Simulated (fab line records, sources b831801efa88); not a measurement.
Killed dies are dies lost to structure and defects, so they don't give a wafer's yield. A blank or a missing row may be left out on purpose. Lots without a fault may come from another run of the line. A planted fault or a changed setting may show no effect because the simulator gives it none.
fab line records | flow sky130
record lots=15 wafers=45 last_day=50
route steps=708 shown VIA3@597 PAD_OPEN@708
lots that met no fault: from a run of the same line without faults
start_h: hours from the record's first day to the start of the lot's first wafer shown | wait_h: hours since the lot's step before | " the same as in the row above | L1.1+2: a row that stands for several wafers | - no value, or no start given | * or withheld: withheld | < > ~ a bound
route shown NAME@n: a module of which the file shows steps, and the number in the route of the first | usual: mean/standard deviation of fault-free wafers | same: alike in all rows | chamber/n: place in a boat | sites: the reading at each site | _std_site: their standard deviation | _edge_site: outer sites' mean less inner sites' | radius_mm: how far each site lies from the wafer's centre | mask NAME#n: copy n | behind: the tool/chamber that last shaped the wafer | hold: why the lot was held/for how many hours/how that ended | device: the transistor (n, p or np) that didn't switch | end of line: the same wafers' tests at the end of the route | a step without rows: its recipe alone | killed: dies lost to structure and defects at the first sort, not the wafer's yield | map: a wafer's dies, x killed, . not, _ none there
set.NAME: the setting as run; set.NAME@STEP: as run at that earlier step | model.NAME: the simulator's own value behind a step, which no gauge read
steps of the route over a sample of lots; a table a step, a row a wafer
services: from which hour (start_h, from the record's first day; less than 0 if before it) a tool's chamber was out of use, for how many hours, and why
## steps
# step SKY_VIA3_CMP_24
# recipe stop_on=SiO2 t_overpolish_s=20 down_force_psi=3.5 platen_rpm=60 target_thk_nm=0 pad_velocity_m_s=0.94248
# usual head_pressure_psi=3.500/0.0076 motor_current_A=11.0/0.49 overpolish_run_s=20.000/0.0089 platen_rpm=60.00/0.039 time_to_endpoint_s=95/4.3
# same t_overpolish_s=20
# columns lot.wafer tool chamber start_h wait_h head_pressure_psi motor_current_A overpolish_run_s platen_rpm time_to_endpoint_s
L267.3 cmp-01 2 949.17 0.2 3.514 10.4 19.991 60.04 94
L267.5 " 3 " " 3.503 11.7 19.987 60.05 98
L267.6 " 0 " " 3.496 12.2 19.999 59.97 92
L268.2 cmp-02 0 949.37 0.0 3.507 10.8 20.009 59.99 92
L268.1 " 3 " " 3.486 11.4 19.983 60.02 94
L268.5 " 1 " " 3.477 10.4 20.001 60.05 98
L269.2 cmp-01 3 952.20 0.0 3.507 11.2 19.998 59.97 93
L269.1 " 0 " " 3.500 11.5 20.007 59.95 92
L269.3 " 1 " " 3.498 11.8 20.017 60.02 88
L270.1 cmp-02 0 959.88 0.1 3.494 10.9 19.998 59.92 92
L270.3 " 1 " " 3.500 10.9 19.981 59.96 97
L270.6 " 0 " " 3.502 11.0 19.993 60.00 92
L271.4 cmp-01 3 963.90 0.0 3.502 12.5 19.988 59.95 98
L271.3 " 2 " " 3.498 11.1 20.007 59.99 94
L271.5 " 0 " " 3.512 10.8 19.981 60.00 93
L272.2 cmp-01 3 979.45 0.0 3.508 11.8 20.001 59.96 97
L272.1 " 0 " " 3.508 11.4 19.988 59.95 92
L272.3 " 1 " " 3.502 11.1 19.995 60.00 91
L273.4 cmp-01 0 981.30 0.0 3.501 11.2 20.004 60.04 89
L273.3 " 1 " " 3.500 10.8 19.995 60.05 88
L273.6 " 0 " " 3.499 11.2 20.004 60.01 92
L274.4 cmp-01 1 986.29 0.1 3.486 11.3 0.040 60.05 147
L274.2 " 2 " " 3.500 10.1 0.042 60.01 148
L274.1 " 3 " " 3.507 11.5 0.039 60.01 147
L276.1 cmp-02 1 1003.28 0.1 3.502 10.7 20.005 60.00 107
L276.2 " 3 " " 3.510 10.9 20.005 59.98 100
L276.6 " 1 " " 3.501 10.5 20.001 60.04 104
L277.3 cmp-01 0 1013.85 0.1 3.505 10.7 0.041 60.04 150
L277.5 " 3 " " 3.509 11.2 0.031 59.97 147
L277.6 " 0 " " 3.507 11.6 0.041 59.99 149
L278.1 cmp-01 2 1017.51 0.1 3.503 10.7 0.040 59.91 148
L278.5 " 0 " " 3.505 11.1 0.041 59.98 148
L278.6 " 1 " " 3.501 11.8 0.042 59.96 148
L283.1 cmp-02 1 1050.52 0.6 3.488 11.2 20.011 60.02 98
L283.5 " 0 " " 3.509 11.3 20.015 59.99 92
L283.6 " 1 " " 3.500 10.4 20.002 60.01 97
L286.4 cmp-02 2 1063.34 0.1 3.499 10.9 20.001 59.99 97
L286.2 " 3 " " 3.507 11.3 19.995 60.07 99
L286.5 " 2 " " 3.515 10.8 20.018 60.09 99
L288.4 cmp-02 1 1080.06 0.1 3.501 10.4 20.012 59.94 101
L288.6 " 0 " " 3.485 10.7 19.990 60.01 95
L288.5 " 1 " " 3.493 10.5 19.983 59.98 97
L289.1 cmp-02 2 1081.03 0.1 3.500 11.0 19.999 59.99 96
L289.4 " 1 " " 3.504 10.6 20.015 59.99 104
L289.5 " 3 " " 3.497 10.9 19.998 60.02 97
# step SKY_PAD_OPEN_PROBE_99
# usual defect_limited_yield=82.6/1.8 killed_at_M0_to_M3=43/6.6 killed_at_M4_up=3.4/1.8 killed_at_contacts=24/4.9 killed_at_front_end=15/4.1 killed_at_other=0.3/0.55 killed_dies=85/8.8 killed_on_rim=17/3.7 killed_open=46/6.1 killed_short=39/5.7 sort_bin_3_pad_short=0.9/0.41 sort_bin_5_function=10.1/1.5 sort_bin_6_memory=6.4/1 sort_n_pass=407/8.8 sort_yield_pct=82.6/1.8
# same gross_dies=492 killed_at_back_side=0 sort_bin_4_leakage[%]=0 sort_bin_8_speed[%]=0
# columns lot.wafer tool chamber start_h wait_h hold defect_limited_yield[%] killed_at_M0_to_M3 killed_at_M4_up killed_at_contacts killed_at_front_end killed_at_other killed_dies killed_on_rim killed_open killed_short sort_bin_3_pad_short[%] sort_bin_5_function[%] sort_bin_6_memory[%] sort_n_pass sort_yield_pct[%]
L267.3 prober-01 - 1093.40 0.2 - 85.8 32 7 16 15 0 70 16 41 29 1.0 8.7 4.5 422 85.8
L267.5 prober-01 - 1093.50 0.2 - 87.6 26 5 20 9 1 61 15 29 31 1.0 5.3 6.1 431 87.6
L267.6 prober-01 - 1093.55 0.2 - 81.9 37 2 29 20 1 89 17 48 41 1.4 9.3 7.3 403 81.9
L268.1 prober-02 - 1093.71 0.1 - 80.7 45 4 26 20 0 95 17 50 45 1.6 10.6 7.1 397 80.7
L268.2 prober-02 - 1093.76 0.1 - 79.5 52 8 24 17 0 101 24 56 45 1.0 12.4 7.1 391 79.5
L268.5 prober-02 - 1093.91 0.2 - 83.7 33 3 29 14 1 80 18 35 45 0.4 8.7 7.1 412 83.7
L269.1 prober-01 - 1095.58 0.1 - 85.0 32 3 22 16 1 74 13 41 33 0.4 9.6 5.1 418 85.0
L269.2 prober-01 - 1095.63 0.1 - 86.2 37 3 21 7 0 68 8 36 32 0.8 9.3 3.7 424 86.2
L269.3 prober-01 - 1095.68 0.2 - 82.5 44 5 24 13 0 86 17 44 42 0.6 10.0 6.9 406 82.5
L270.1 prober-02 - 1102.01 0.1 - 82.3 42 2 31 12 0 87 15 48 39 1.0 9.3 7.3 405 82.3
L270.3 prober-02 - 1102.11 0.2 - 83.7 32 1 28 18 1 80 12 46 34 0.4 8.3 7.5 412 83.7
L270.6 prober-02 - 1102.26 0.2 - 83.1 39 8 26 9 1 83 15 46 37 0.6 10.6 5.7 409 83.1
L271.3 prober-01 - 1104.49 0.2 - 82.9 42 2 22 18 0 84 18 51 33 1.2 11.4 4.5 408 82.9
L271.4 prober-01 - 1104.54 0.2 - 83.9 43 0 22 13 1 79 21 44 35 1.0 8.9 6.1 413 83.9
L271.5 prober-01 - 1104.59 0.2 - 82.9 42 2 26 13 1 84 19 49 34 1.0 8.9 7.1 408 82.9
L272.1 prober-02 - 1119.98 0.1 - 84.6 35 4 23 14 0 76 17 35 40 1.0 10.0 4.5 416 84.6
L272.2 prober-02 - 1120.03 0.1 - 82.7 44 0 26 14 1 85 16 45 40 0.2 11.6 5.5 407 82.7
L272.3 prober-02 - 1120.08 0.2 - 81.5 44 5 25 17 0 91 20 46 42 0.8 11.0 6.7 401 81.5
L273.3 prober-01 - 1121.82 0.2 - 83.3 42 3 20 16 1 82 16 39 42 1.0 8.5 7.1 410 83.3
L273.4 prober-01 - 1121.87 0.2 - 82.7 38 1 33 11 2 85 16 46 38 1.0 11.0 5.3 407 82.7
L273.6 prober-01 - 1121.97 0.2 - 79.7 43 6 35 15 1 100 22 54 43 0.8 12.2 7.3 392 79.7
L274.1 prober-02 - 1124.86 0.1 await_dispo/3.7h/scrap 0 451 3 28 10 0 492 96 57 36 81.5 12.8 5.7 0 0
L274.2 prober-02 - 1124.91 0.1 await_dispo/3.7h/scrap 0 450 4 22 15 1 492 96 40 40 84.6 7.5 7.9 0 0
L274.4 prober-02 - 1125.01 0.2 await_dispo/3.7h/scrap 0 461 2 20 9 0 492 96 38 37 85.8 9.8 4.5 0 0
L276.1 prober-02 - 1139.27 0.1 - 82.5 49 2 21 14 0 86 15 47 39 1.2 9.8 6.5 406 82.5
L276.2 prober-02 - 1139.32 0.1 - 86.0 37 3 18 11 0 69 12 40 29 0.2 6.5 7.3 423 86.0
L276.6 prober-02 - 1139.52 0.2 - 83.5 37 0 29 15 0 81 19 51 30 0.8 10.0 5.7 411 83.5
L277.3 prober-01 - 1145.80 0.2 await_dispo/2.5h/scrap 0 441 5 35 11 0 492 96 42 48 83.5 11.2 5.3 0 0
L277.5 prober-01 - 1145.90 0.2 await_dispo/2.5h/scrap 0 438 7 35 12 0 492 96 52 42 81.9 9.8 8.3 0 0
L277.6 prober-01 - 1145.95 0.2 await_dispo/2.5h/scrap 0 443 3 38 8 0 492 96 47 39 82.9 12.2 4.9 0 0
L278.1 prober-02 - 1149.41 0.1 await_dispo/3.0h/scrap 0 455 2 23 12 0 492 96 39 50 82.7 9.1 8.1 0 0
L278.5 prober-02 - 1149.61 0.2 await_dispo/3.0h/scrap 0 453 5 18 16 0 492 96 43 25 86.6 8.9 4.5 0 0
L278.6 prober-02 - 1149.66 0.2 await_dispo/3.0h/scrap 0 447 6 21 18 0 492 96 52 40 81.5 12.0 6.5 0 0
L283.1 prober-01 - 1174.40 0.1 - 83.1 45 5 19 14 0 83 20 46 37 1.4 9.6 5.9 409 83.1
L283.5 prober-01 - 1174.60 0.2 - 82.9 29 4 29 22 0 84 18 50 34 1.2 10.2 5.7 408 82.9
L283.6 prober-01 - 1174.65 0.2 - 83.7 33 2 27 18 0 80 12 45 35 0.4 8.9 6.9 412 83.7
L286.2 prober-02 - 1185.06 0.1 - 86.0 36 1 20 12 0 69 13 44 25 1.0 8.3 4.7 423 86.0
L286.4 prober-02 - 1185.16 0.2 - 82.7 43 1 21 20 0 85 11 46 39 0.2 11.0 6.1 407 82.7
L286.5 prober-02 - 1185.21 0.2 - 83.7 37 3 26 13 1 80 12 51 28 0.6 9.1 6.5 412 83.7
L288.4 prober-02 - 1198.31 0.2 - 81.5 42 3 25 20 1 91 21 43 46 0.8 10.6 7.1 401 81.5
L288.5 prober-02 - 1198.36 0.2 - 78.7 58 5 26 16 0 105 20 55 49 1.6 13.0 6.7 387 78.7
L288.6 prober-02 - 1198.41 0.2 - 83.1 45 3 22 13 0 83 17 46 37 1.0 10.2 5.7 409 83.1
L289.1 prober-01 - 1199.66 0.1 - 81.1 43 3 26 20 1 93 26 51 42 1.0 12.8 5.1 399 81.1
L289.4 prober-01 - 1199.81 0.2 - 85.4 32 3 29 8 0 72 17 43 29 0.8 8.7 5.1 420 85.4
L289.5 prober-01 - 1199.86 0.2 - 81.9 50 3 24 12 0 89 13 51 38 1.4 9.3 7.3 403 81.9
# killed by level:class
L267.3 VIA1:geometric_particle:open=7 FIELD_ISO:geometric_particle:open=6 FIELD_ISO:geometric_particle:short=6 CONTACT:geometric_particle:open=6 VIA2:geometric_particle:open=6 METAL4:geometric_particle:short=6 LOCAL_INTERCONNECT:geometric_particle:short=5 METAL1:geometric_particle:open=4
L267.5 VIA1:geometric_particle:open=9 LI_CONTACT:geometric_particle:open=7 METAL1:geometric_particle:short=6 FIELD_ISO:geometric_particle:short=4 CONTACT:geometric_particle:short=4 CONTACT:geometric_particle:open=4 METAL4:geometric_particle:short=4 METAL2:geometric_particle:short=3
L267.6 VIA1:geometric_particle:open=13 CONTACT:geometric_particle:open=9 CONTACT:geometric_particle:short=9 POLY_GATE:geometric_particle:short=7 VIA2:geometric_particle:open=6 LI_CONTACT:geometric_particle:open=5 VIA3:geometric_particle:open=5 FIELD_ISO:geometric_particle:short=4
L268.1 VIA1:geometric_particle:open=13 CONTACT:geometric_particle:open=8 METAL2:geometric_particle:short=8 VIA3:geometric_particle:open=7 POLY_GATE:geometric_particle:short=6 LI_CONTACT:geometric_particle:short=5 LI_CONTACT:geometric_particle:open=5 CONTACT:geometric_particle:short=5
L268.2 VIA1:geometric_particle:open=12 LI_CONTACT:geometric_particle:open=9 VIA2:geometric_particle:open=9 VIA3:geometric_particle:open=8 METAL4:geometric_particle:short=7 LI_CONTACT:geometric_particle:short=6 FIELD_ISO:geometric_particle:short=5 POLY_GATE:geometric_particle:open=5
L268.5 CONTACT:geometric_particle:open=14 METAL1:geometric_particle:short=7 VIA1:geometric_particle:open=6 LI_CONTACT:geometric_particle:short=5 LI_CONTACT:geometric_particle:open=5 POLY_GATE:geometric_particle:short=4 VIA1:geometric_particle:short=4 METAL2:geometric_particle:short=4
L269.1 VIA1:geometric_particle:open=10 LI_CONTACT:geometric_particle:open=7 CONTACT:geometric_particle:open=5 FIELD_ISO:geometric_particle:open=4 POLY_GATE:geometric_particle:open=4 CONTACT:geometric_particle:short=4 VIA1:geometric_particle:short=4 VIA3:geometric_particle:open=4
L269.2 VIA1:geometric_particle:open=8 VIA2:geometric_particle:open=7 CONTACT:geometric_particle:open=7 LI_CONTACT:geometric_particle:open=5 METAL1:geometric_particle:short=5 LOCAL_INTERCONNECT:geometric_particle:short=4 METAL2:geometric_particle:short=4 POLY_GATE:geometric_particle:open=3
L269.3 CONTACT:geometric_particle:open=9 VIA2:geometric_particle:open=9 METAL1:geometric_particle:short=8 VIA3:geometric_particle:open=7 LI_CONTACT:geometric_particle:open=6 POLY_GATE:geometric_particle:short=5 LOCAL_INTERCONNECT:geometric_particle:short=4 METAL2:geometric_particle:short=4
L270.1 CONTACT:geometric_particle:open=13 VIA1:geometric_particle:open=8 VIA2:geometric_particle:open=8 LI_CONTACT:geometric_particle:short=6 VIA3:geometric_particle:open=6 CONTACT:geometric_particle:short=5 METAL1:geometric_particle:short=5 POLY_GATE:geometric_particle:open=4
L270.3 CONTACT:geometric_particle:open=10 POLY_GATE:geometric_particle:open=8 LI_CONTACT:geometric_particle:open=8 VIA1:geometric_particle:open=8 METAL1:geometric_particle:short=6 POLY_GATE:geometric_particle:short=5 CONTACT:geometric_particle:short=5 METAL2:geometric_particle:short=4
L270.6 LI_CONTACT:geometric_particle:open=11 VIA1:geometric_particle:open=11 CONTACT:geometric_particle:open=9 METAL4:geometric_particle:short=6 VIA1:geometric_particle:short=6 CONTACT:geometric_particle:short=5 VIA2:geometric_particle:short=5 VIA2:geometric_particle:open=5
L271.3 VIA1:geometric_particle:open=11 VIA3:geometric_particle:open=7 CONTACT:geometric_particle:short=6 CONTACT:geometric_particle:open=6 FIELD_ISO:geometric_particle:open=5 LI_CONTACT:geometric_particle:open=5 METAL1:geometric_particle:short=5 METAL2:geometric_particle:short=5
L271.4 VIA1:geometric_particle:open=11 METAL1:geometric_particle:short=9 LI_CONTACT:geometric_particle:open=7 FIELD_ISO:geometric_particle:open=6 CONTACT:geometric_particle:open=6 VIA1:geometric_particle:short=6 VIA2:geometric_particle:open=4 METAL2:geometric_particle:short=4
L271.5 CONTACT:geometric_particle:open=9 LI_CONTACT:geometric_particle:open=8 VIA1:geometric_particle:open=8 VIA3:geometric_particle:open=8 CONTACT:geometric_particle:short=5 METAL1:geometric_particle:short=5 METAL2:geometric_particle:short=5 FIELD_ISO:geometric_particle:open=4
L272.1 CONTACT:geometric_particle:open=11 METAL1:geometric_particle:short=9 VIA2:geometric_particle:open=6 LI_CONTACT:geometric_particle:open=5 FIELD_ISO:geometric_particle:open=4 METAL3:geometric_particle:short=4 METAL4:geometric_particle:short=4 FIELD_ISO:geometric_particle:short=3
L272.2 VIA1:geometric_particle:open=13 CONTACT:geometric_particle:open=11 METAL1:geometric_particle:short=7 CONTACT:geometric_particle:short=5 VIA2:geometric_particle:short=5 VIA2:geometric_particle:open=5 FIELD_ISO:geometric_particle:short=4 LOCAL_INTERCONNECT:geometric_particle:short=4
L272.3 VIA1:geometric_particle:open=14 CONTACT:geometric_particle:short=8 FIELD_ISO:geometric_particle:short=7 FIELD_ISO:geometric_particle:open=6 VIA3:geometric_particle:open=5 CONTACT:geometric_particle:open=5 METAL4:geometric_particle:short=5 LOCAL_INTERCONNECT:geometric_particle:open=4
L273.3 LOCAL_INTERCONNECT:geometric_particle:short=8 VIA1:geometric_particle:short=7 CONTACT:geometric_particle:open=6 VIA3:geometric_particle:open=6 VIA1:geometric_particle:open=6 METAL2:geometric_particle:short=6 FIELD_ISO:geometric_particle:open=5 POLY_GATE:geometric_particle:short=4
L273.4 CONTACT:geometric_particle:open=14 LI_CONTACT:geometric_particle:open=7 LOCAL_INTERCONNECT:geometric_particle:short=6 VIA2:geometric_particle:open=6 METAL1:geometric_particle:short=5 VIA1:geometric_particle:open=5 FIELD_ISO:geometric_particle:open=4 VIA1:geometric_particle:short=4
L273.6 CONTACT:geometric_particle:open=15 LI_CONTACT:geometric_particle:open=9 VIA1:geometric_particle:open=8 METAL2:geometric_particle:short=7 LOCAL_INTERCONNECT:geometric_particle:short=6 METAL1:geometric_particle:short=5 VIA3:geometric_particle:open=5 FIELD_ISO:geometric_particle:short=3
L274.1 VIA3:area_cmp=399 VIA1:geometric_particle:open=11 LI_CONTACT:geometric_particle:open=8 VIA2:geometric_particle:open=8 VIA3:geometric_particle:open=7 POLY_GATE:geometric_particle:open=6 CONTACT:geometric_particle:open=6 METAL2:geometric_particle:short=6
L274.2 VIA3:area_cmp=412 CONTACT:geometric_particle:open=7 VIA1:geometric_particle:open=7 POLY_GATE:geometric_particle:short=6 LI_CONTACT:geometric_particle:open=6 METAL1:geometric_particle:short=6 METAL2:geometric_particle:short=5 VIA3:geometric_particle:open=5
L274.4 VIA3:area_cmp=417 VIA3:geometric_particle:open=11 VIA1:geometric_particle:open=9 LI_CONTACT:geometric_particle:open=5 LOCAL_INTERCONNECT:geometric_particle:short=4 CONTACT:geometric_particle:short=4 CONTACT:geometric_particle:open=4 METAL2:geometric_particle:short=4
L276.1 VIA1:geometric_particle:open=12 METAL1:geometric_particle:short=9 CONTACT:geometric_particle:open=7 VIA3:geometric_particle:open=7 VIA1:geometric_particle:short=6 LI_CONTACT:geometric_particle:open=6 METAL2:geometric_particle:short=4 FIELD_ISO:geometric_particle:short=3
L276.2 METAL2:geometric_particle:short=9 VIA1:geometric_particle:open=7 CONTACT:geometric_particle:open=7 LI_CONTACT:geometric_particle:open=6 METAL1:geometric_particle:short=6 VIA2:geometric_particle:open=5 FIELD_ISO:geometric_particle:open=4 VIA3:geometric_particle:open=4
L276.6 CONTACT:geometric_particle:open=12 LI_CONTACT:geometric_particle:open=11 VIA1:geometric_particle:open=10 POLY_GATE:geometric_particle:short=5 METAL3:geometric_particle:short=5 FIELD_ISO:geometric_particle:open=4 METAL1:geometric_particle:open=4 METAL2:geometric_particle:short=3
L277.3 VIA3:area_cmp=402 LI_CONTACT:geometric_particle:open=10 CONTACT:geometric_particle:short=7 LOCAL_INTERCONNECT:geometric_particle:short=6 VIA1:geometric_particle:short=6 METAL2:geometric_particle:short=6 VIA3:geometric_particle:open=6 LI_CONTACT:geometric_particle:short=5
L277.5 VIA3:area_cmp=397 CONTACT:geometric_particle:open=10 LI_CONTACT:geometric_particle:open=9 VIA1:geometric_particle:open=7 VIA3:geometric_particle:open=7 CONTACT:geometric_particle:short=6 METAL1:geometric_particle:short=6 VIA2:geometric_particle:open=6
L277.6 VIA3:area_cmp=406 CONTACT:geometric_particle:open=15 LI_CONTACT:geometric_particle:open=10 LOCAL_INTERCONNECT:geometric_particle:short=7 VIA1:geometric_particle:short=7 VIA1:geometric_particle:open=5 METAL2:geometric_particle:open=4 VIA3:geometric_particle:open=4
L278.1 VIA3:area_cmp=403 VIA1:geometric_particle:open=12 METAL1:geometric_particle:short=10 METAL2:geometric_particle:short=8 LOCAL_INTERCONNECT:geometric_particle:short=7 CONTACT:geometric_particle:open=6 VIA2:geometric_particle:open=6 LI_CONTACT:geometric_particle:open=5
L278.5 VIA3:area_cmp=424 VIA1:geometric_particle:open=8 VIA3:geometric_particle:open=6 VIA2:geometric_particle:open=6 LOCAL_INTERCONNECT:geometric_particle:short=6 CONTACT:geometric_particle:open=6 FIELD_ISO:geometric_particle:open=5 LI_CONTACT:geometric_particle:open=5
L278.6 VIA3:area_cmp=399 VIA1:geometric_particle:open=10 VIA2:geometric_particle:open=8 CONTACT:geometric_particle:open=7 METAL2:geometric_particle:short=7 VIA3:geometric_particle:open=6 LI_CONTACT:geometric_particle:short=5 FIELD_ISO:geometric_particle:open=4
L283.1 VIA1:geometric_particle:open=8 VIA2:geometric_particle:open=7 VIA3:geometric_particle:open=6 VIA1:geometric_particle:short=6 METAL2:geometric_particle:short=6 POLY_GATE:geometric_particle:open=5 LI_CONTACT:geometric_particle:open=5 LOCAL_INTERCONNECT:geometric_particle:short=5
L283.5 CONTACT:geometric_particle:open=12 CONTACT:geometric_particle:short=9 VIA2:geometric_particle:open=9 VIA1:geometric_particle:open=8 FIELD_ISO:geometric_particle:short=6 FIELD_ISO:geometric_particle:open=5 POLY_GATE:geometric_particle:open=5 LI_CONTACT:geometric_particle:open=4
L283.6 CONTACT:geometric_particle:open=10 VIA1:geometric_particle:open=9 FIELD_ISO:geometric_particle:short=6 LI_CONTACT:geometric_particle:open=6 FIELD_ISO:geometric_particle:open=5 VIA2:geometric_particle:short=5 VIA2:geometric_particle:open=5 LOCAL_INTERCONNECT:geometric_particle:short=4
L286.2 VIA1:geometric_particle:open=14 CONTACT:geometric_particle:open=8 LI_CONTACT:geometric_particle:open=6 LOCAL_INTERCONNECT:geometric_particle:short=5 POLY_GATE:geometric_particle:open=4 VIA2:geometric_particle:open=4 METAL2:geometric_particle:short=4 VIA3:geometric_particle:open=4
L286.4 VIA1:geometric_particle:open=12 LI_CONTACT:geometric_particle:open=9 FIELD_ISO:geometric_particle:short=6 LI_CONTACT:geometric_particle:short=5 CONTACT:geometric_particle:open=5 METAL2:geometric_particle:short=5 VIA2:geometric_particle:open=5 VIA3:geometric_particle:open=5
L286.5 CONTACT:geometric_particle:open=12 VIA2:geometric_particle:open=10 VIA1:geometric_particle:open=9 LOCAL_INTERCONNECT:geometric_particle:short=7 VIA3:geometric_particle:open=7 POLY_GATE:geometric_particle:open=5 FIELD_ISO:geometric_particle:short=3 FIELD_ISO:geometric_particle:open=3
L288.4 CONTACT:geometric_particle:open=9 VIA1:geometric_particle:open=9 METAL1:geometric_particle:short=7 VIA3:geometric_particle:open=6 FIELD_ISO:geometric_particle:short=5 VIA1:geometric_particle:short=5 LI_CONTACT:geometric_particle:short=4 LI_CONTACT:geometric_particle:open=4
L288.5 CONTACT:geometric_particle:open=11 VIA1:geometric_particle:open=11 VIA2:geometric_particle:open=9 METAL2:geometric_particle:short=8 METAL1:geometric_particle:short=8 VIA3:geometric_particle:open=6 CONTACT:geometric_particle:short=5 LI_CONTACT:geometric_particle:short=4
L288.6 VIA1:geometric_particle:open=10 VIA2:geometric_particle:open=9 VIA3:geometric_particle:open=7 LI_CONTACT:geometric_particle:open=7 METAL2:geometric_particle:short=7 CONTACT:geometric_particle:open=6 CONTACT:geometric_particle:short=5 POLY_GATE:geometric_particle:short=3
L289.1 VIA1:geometric_particle:open=10 CONTACT:geometric_particle:open=9 VIA1:geometric_particle:short=7 LI_CONTACT:geometric_particle:open=7 FIELD_ISO:geometric_particle:open=6 METAL1:geometric_particle:short=6 POLY_GATE:geometric_particle:open=5 CONTACT:geometric_particle:short=5
L289.4 CONTACT:geometric_particle:open=17 VIA1:geometric_particle:open=10 SPACER:geometric_particle:short=4 LI_CONTACT:geometric_particle:open=4 METAL1:geometric_particle:short=4 CONTACT:geometric_particle:short=4 METAL3:geometric_particle:short=4 VIA3:geometric_particle:open=4
L289.5 VIA1:geometric_particle:open=13 VIA2:geometric_particle:open=11 CONTACT:geometric_particle:open=10 CONTACT:geometric_particle:short=6 LI_CONTACT:geometric_particle:open=6 METAL1:geometric_particle:short=5 VIA1:geometric_particle:short=5 POLY_GATE:geometric_particle:short=4
## services
# columns tool chamber start_h hours kind
cmp-01 - 945.36 1.8 repair
cmp-02 - 982.01 14.5 pm
cmp-01 - 994.02 3.9 repair
cmp-02 - 1005.25 2.3 repair
cmp-02 - 1009.93 3.9 pm
cmp-01 - 1026.63 5.9 repair
cmp-01 - 1047.98 2.3 repair
cmp-02 - 1048.48 0.8 repair
cmp-02 - 1053.92 5.8 pm
cmp-01 - 1059.84 5.9 pm
## key
first_sign step=SKY_VIA3_CMP_24 reading=overpolish_run_s direction=down sigmas=99+ usual=20.000 struck=0.040
effect step=SKY_VIA3_CMP_24 reading=time_to_endpoint_s direction=up sigmas=12 usual=* struck=*
effect step=SKY_PAD_OPEN_PROBE_99 reading=sort_bin_3_pad_short direction=up sigmas=99+ usual=0.9 struck=83.4
more_kills_born_at SKY_VIA3_CMP_24@cmp-01=3659
met_at SKY_VIA3_CMP_24
struck_lots L274,L277,L278
later_rows_left_out L274.1,L274.2,L274.4,L277.3,L277.5,L277.6,L278.1,L278.5,L278.6
onset_between 981.30 986.29
fault kind=process_parameter_drift tool=cmp-01 chamber=- onset_h=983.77 steps=SKY_VIA3_CMP_24 channel=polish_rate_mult offset=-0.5 shape=step end_h=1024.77
# later_rows_left_out: the simulator's readings of these wafers behind a module that went badly wrong aren't trusted and aren't shown, but for the sort
